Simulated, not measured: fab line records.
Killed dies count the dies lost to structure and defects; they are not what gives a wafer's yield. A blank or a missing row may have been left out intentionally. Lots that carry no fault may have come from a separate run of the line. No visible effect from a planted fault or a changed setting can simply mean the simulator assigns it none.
fab line records	flow gf180mcu
record lots=14	wafers=42	lastDay=34
route steps=602 shown PSD@252 NSD@262 CONTACT@290
lots that met no fault: from a run of the same line without faults
startH: hours from the record's opening day to when the first of the lot's shown wafers began	waitH: hours from the lot's prior step to this one	" the same as in the row above	L1.1+2: several wafers, shown together as one row	- no value, or no start given	* or withheld: withheld	< > ~ a bound
route shown NAME@n: NAME is a module with steps in the file, n the number in the route of the first one	usual: mean and standard deviation over wafers with no fault	same: alike in all rows	chamber/n: place in a boat	sites: readings site by site	_std_site: the values' standard deviation	_edge_site: inner sites' mean taken away from outer sites' mean	radiusMm: how far each site lies from the wafer's centre	mask NAME#n: copy n	behind: the tool/chamber that last shaped the wafer	hold: the reason the lot was held/the length of the hold in hours/how it ended	device: whichever transistor did not switch (one of n, p or np)	end of line: tests of these same wafers at the route's end	a step given without rows: its recipe and nothing more	killed: count of dies lost to structure and defects at first sort (not the wafer's yield)	map: dies across one wafer; x = killed, . = not, _ = none there
set.NAME: the setting the step ran with; set.NAME@STEP: the setting that earlier step ran with	model.NAME: the simulator's own value behind a step, which no gauge read
a sample of lots followed through the steps of the route, with each step as a table and each wafer as a row
services: the hour from which a tool's chamber was out of use, counted from the record's first day as startH (under 0 if before that day), plus the number of hours and why
## steps
# step GF_PSD_EXPOSE_04
# recipe maskId=Pplus	targetCdNm=400	na=0.6	sourceShape=conventional	sigmaOuter=0.6	doseMj=140
# usual focusOffsetNm=0.0/0.49
lot.wafer	tool	chamber	startH	waitH	mask	focusOffsetNm
L886.1	ilineStepper-02	0	305.83	-	Pplus#0	0.1
L886.2	"	0	"	"	Pplus#0	-0.5
L886.4	"	0	"	"	Pplus#0	-0.9
L891.3	ilineStepper-01	0	348.84	-	Pplus#0	-0.1
L891.4	"	0	"	"	Pplus#0	-0.3
L891.5	"	0	"	"	Pplus#0	0.1
L890.3	ilineStepper-02	0	350.27	-	Pplus#0	-0.2
L890.5	"	0	"	"	Pplus#0	0.4
L890.6	"	0	"	"	Pplus#0	-0.6
L892.1	ilineStepper-02	0	363.28	-	Pplus#0	-1.1
L892.5	"	0	"	"	Pplus#0	-0.8
L892.6	"	0	"	"	Pplus#0	-0.5
L893.1	ilineStepper-02	0	366.70	-	Pplus#0	0.3
L893.3	"	0	"	"	Pplus#0	0.0
L893.6	"	0	"	"	Pplus#0	0.9
L894.3	ilineStepper-01	0	370.78	-	Pplus#0	0.4
L894.5	"	0	"	"	Pplus#0	0.3
L894.6	"	0	"	"	Pplus#0	1.0
L897.3	ilineStepper-01	0	404.17	-	Pplus#0	0.8
L897.5	"	0	"	"	Pplus#0	0.3
L897.6	"	0	"	"	Pplus#0	0.3
L898.4	ilineStepper-02	0	406.56	-	Pplus#0	0.3
L898.5	"	0	"	"	Pplus#0	-0.7
L898.6	"	0	"	"	Pplus#0	-0.4
L899.2	ilineStepper-01	0	417.86	-	Pplus#0	-0.2
L899.3	"	0	"	"	Pplus#0	-0.9
L899.4	"	0	"	"	Pplus#0	-0.8
L900.1	ilineStepper-01	0	431.51	-	Pplus#0	0.5
L900.2	"	0	"	"	Pplus#0	-0.7
L900.5	"	0	"	"	Pplus#0	0.7
L901.1	ilineStepper-01	0	432.55	-	Pplus#0	0.3
L901.2	"	0	"	"	Pplus#0	-0.4
L901.5	"	0	"	"	Pplus#0	0.3
L905.2	ilineStepper-02	0	465.32	-	Pplus#0	-0.1
L905.5	"	0	"	"	Pplus#0	1.1
L905.6	"	0	"	"	Pplus#0	-0.2
L908.1	ilineStepper-02	0	494.47	-	Pplus#0	0.2
L908.3	"	0	"	"	Pplus#0	0.1
L908.5	"	0	"	"	Pplus#0	0.6
L909.2	ilineStepper-02	0	500.75	-	Pplus#0	-0.1
L909.4	"	0	"	"	Pplus#0	0.2
L909.5	"	0	"	"	Pplus#0	0.2
# step GF_PSD_OVL_MEAS_08
# usual PSD_OVL=-0.2/1.4
lot.wafer	tool	chamber	startH	waitH	hold	PSD_OVL[nm]
L886.1	overlay-01	-	315.54	0.1	-	0.0
L886.2	"	-	"	"	-	-1.2
L886.4	"	-	"	"	-	-0.3
L891.3	overlay-02	-	359.75	0.1	-	0.5
L891.4	"	-	"	"	-	-1.0
L891.5	"	-	"	"	-	0.7
L890.3	overlay-02	-	360.70	0.1	-	-2.0
L890.5	"	-	"	"	-	-1.9
L890.6	"	-	"	"	-	0.1
L892.1	overlay-01	-	374.72	0.1	-	-0.6
L892.5	"	-	"	"	-	0.6
L892.6	"	-	"	"	-	1.9
L893.1	overlay-01	-	378.79	0.1	-	2.8
L893.3	"	-	"	"	-	0.1
L893.6	"	-	"	"	-	2.5
L894.3	overlay-01	-	381.90	0.1	-	-1.9
L894.5	"	-	"	"	-	-1.4
L894.6	"	-	"	"	-	-0.6
L897.3	overlay-02	-	415.65	0.1	-	-1.3
L897.5	"	-	"	"	-	0.7
L897.6	"	-	"	"	-	0.2
L898.4	overlay-02	-	418.19	0.1	-	-3.9
L898.5	"	-	"	"	-	-1.8
L898.6	"	-	"	"	-	-2.2
L899.2	overlay-02	-	430.13	0.1	-	-0.3
L899.3	"	-	"	"	-	0.0
L899.4	"	-	"	"	-	-0.3
L900.1	overlay-01	-	442.98	0.1	awaitDispo/0.2h/release	-139.8
L900.2	"	-	"	"	awaitDispo/0.2h/release	-139.0
L900.5	"	-	"	"	awaitDispo/0.2h/release	-140.1
L900.1	overlay-01	-	443.20	0.2	-	-140.8
L900.2	"	-	"	"	-	-140.5
L900.5	"	-	"	"	-	-141.0
L901.1	overlay-02	-	443.93	0.1	awaitDispo/0.2h/release	-142.1
L901.2	"	-	"	"	awaitDispo/0.2h/release	-142.1
L901.5	"	-	"	"	awaitDispo/0.2h/release	-141.6
L901.1	overlay-02	-	444.14	0.2	-	-143.7
L901.2	"	-	"	"	-	-143.5
L901.5	"	-	"	"	-	-142.7
L905.2	overlay-01	-	477.82	0.1	-	0.3
L905.5	"	-	"	"	-	-0.8
L905.6	"	-	"	"	-	-0.6
L908.1	overlay-01	-	506.59	0.1	-	1.4
L908.3	"	-	"	"	-	0.4
L908.5	"	-	"	"	-	0.1
L909.2	overlay-01	-	512.13	0.1	-	0.3
L909.4	"	-	"	"	-	1.2
L909.5	"	-	"	"	-	0.6
# step GF_PSD_RS_MEAS_14
# recipe thkMeasGauge=four-point-probe
# usual NSD_RS=46.11/0.088
lot.wafer	tool	chamber	startH	waitH	NSD_RS[ohm/sq]
L886.1	filmMetro-03	-	316.02	0.1	46.24
L886.2	"	-	"	"	46.07
L886.4	"	-	"	"	46.18
L891.3	filmMetro-04	-	360.26	0.1	46.06
L891.4	"	-	"	"	46.06
L891.5	"	-	"	"	46.02
L890.3	filmMetro-03	-	361.21	0.1	46.02
L890.5	"	-	"	"	46.11
L890.6	"	-	"	"	46.16
L892.1	filmMetro-03	-	375.20	0.1	46.23
L892.5	"	-	"	"	46.26
L892.6	"	-	"	"	46.23
L893.1	filmMetro-03	-	379.26	0.1	46.14
L893.3	"	-	"	"	46.10
L893.6	"	-	"	"	46.10
L894.3	filmMetro-03	-	382.40	0.1	46.03
L894.5	"	-	"	"	46.07
L894.6	"	-	"	"	46.10
L897.3	filmMetro-03	-	416.18	0.1	46.09
L897.5	"	-	"	"	46.07
L897.6	"	-	"	"	46.13
L898.4	filmMetro-03	-	418.71	0.1	46.30
L898.5	"	-	"	"	46.25
L898.6	"	-	"	"	46.18
L899.2	filmMetro-04	-	430.65	0.1	46.01
L899.3	"	-	"	"	46.06
L899.4	"	-	"	"	46.07
L905.2	filmMetro-04	-	478.32	0.1	46.03
L905.5	"	-	"	"	46.23
L905.6	"	-	"	"	46.27
L908.1	filmMetro-04	-	507.07	0.1	46.27
L908.3	"	-	"	"	46.13
L908.5	"	-	"	"	46.14
L909.2	filmMetro-04	-	512.65	0.1	46.15
L909.4	"	-	"	"	46.15
L909.5	"	-	"	"	46.13
# step GF_CONTACT_THK_MEAS_03
# recipe reads=SiO2_of_CONTACT_CVD_02
# usual CONTACT_CVD_02_THK=860/11
lot.wafer	tool	chamber	startH	waitH	CONTACT_CVD_02_THK[nm]
L886.1	filmMetro-04	-	337.87	0.0	856
L886.2	"	-	"	"	841
L886.4	"	-	"	"	856
L891.3	filmMetro-02	-	383.46	0.1	838
L891.4	"	-	"	"	858
L891.5	"	-	"	"	870
L890.3	filmMetro-02	-	384.89	0.1	854
L890.5	"	-	"	"	859
L890.6	"	-	"	"	856
L892.1	filmMetro-02	-	399.24	0.0	861
L892.5	"	-	"	"	852
L892.6	"	-	"	"	850
L893.1	filmMetro-04	-	403.65	0.0	843
L893.3	"	-	"	"	859
L893.6	"	-	"	"	861
L894.3	filmMetro-04	-	407.03	0.1	840
L894.5	"	-	"	"	861
L894.6	"	-	"	"	870
L897.3	filmMetro-02	-	440.85	0.1	858
L897.5	"	-	"	"	867
L897.6	"	-	"	"	867
L898.4	filmMetro-02	-	444.29	0.0	862
L898.5	"	-	"	"	880
L898.6	"	-	"	"	875
L899.2	filmMetro-02	-	456.03	0.0	868
L899.3	"	-	"	"	869
L899.4	"	-	"	"	875
L905.2	filmMetro-02	-	503.42	0.0	857
L905.5	"	-	"	"	874
L905.6	"	-	"	"	871
L908.1	filmMetro-02	-	531.20	0.0	859
L908.3	"	-	"	"	860
L908.5	"	-	"	"	877
L909.2	filmMetro-04	-	536.83	0.0	854
L909.4	"	-	"	"	861
L909.5	"	-	"	"	868
# step GF_CONTACT_OVL_MEAS_15
# usual CONTACT_OVL=-2/6.2
lot.wafer	tool	chamber	startH	waitH	CONTACT_OVL[nm]
L886.1	overlay-01	-	360.33	0.1	-8
L886.2	"	-	"	"	4
L886.4	"	-	"	"	4
L891.3	overlay-01	-	406.86	0.1	-1
L891.4	"	-	"	"	1
L891.5	"	-	"	"	8
L890.3	overlay-01	-	408.04	0.1	9
L890.5	"	-	"	"	5
L890.6	"	-	"	"	7
L892.1	overlay-01	-	422.97	0.1	-1
L892.5	"	-	"	"	-4
L892.6	"	-	"	"	-1
L893.1	overlay-01	-	428.32	0.1	3
L893.3	"	-	"	"	0
L893.6	"	-	"	"	2
L894.3	overlay-02	-	432.00	0.1	-4
L894.5	"	-	"	"	-6
L894.6	"	-	"	"	-11
L897.3	overlay-01	-	465.55	0.1	-9
L897.5	"	-	"	"	-9
L897.6	"	-	"	"	-8
L898.4	overlay-01	-	469.25	0.1	-6
L898.5	"	-	"	"	0
L898.6	"	-	"	"	-5
L899.2	overlay-02	-	480.64	0.1	-2
L899.3	"	-	"	"	0
L899.4	"	-	"	"	4
L905.2	overlay-01	-	527.48	0.1	-2
L905.5	"	-	"	"	-5
L905.6	"	-	"	"	0
L908.1	overlay-01	-	554.67	0.1	-1
L908.3	"	-	"	"	8
L908.5	"	-	"	"	9
L909.2	overlay-01	-	559.05	0.1	0
L909.4	"	-	"	"	-5
L909.5	"	-	"	"	-3
## services
tool	chamber	startH	hours	kind
ilineStepper-01	-	298.51	2.1	pm
ilineStepper-01	-	300.59	-	consumableReplace:lamp
ilineStepper-01	-	322.08	1.7	pm
ilineStepper-01	0	356.96	-	calibration
ilineStepper-02	-	410.60	1.7	pm
ilineStepper-01	-	412.55	1.2	repair
ilineStepper-02	0	432.22	-	calibration
ilineStepper-02	-	488.29	0.6	repair
## key
firstSign step=GF_PSD_OVL_MEAS_08	reading=visit	direction=added
effect step=GF_PSD_OVL_MEAS_08	reading=PSD_OVL	direction=down	sigmas=99	usual=-0.2	struck=-140.8
metAt GF_PSD_EXPOSE_04
struckLots L900,L901
scrappedBehind GF_PSD_OVL_MEAS_08 L900.1,L900.2,L900.5,L901.1,L901.2,L901.5
notActingAt GF_PSD_RS_MEAS_14,GF_CONTACT_THK_MEAS_03,GF_CONTACT_OVL_MEAS_15
onsetBetween 417.86 431.51
fault kind=scannerMatchingOverlay	tool=ilineStepper-01	chamber=-	onsetH=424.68	steps=GF_PSD_EXPOSE_04	offset=-140.58
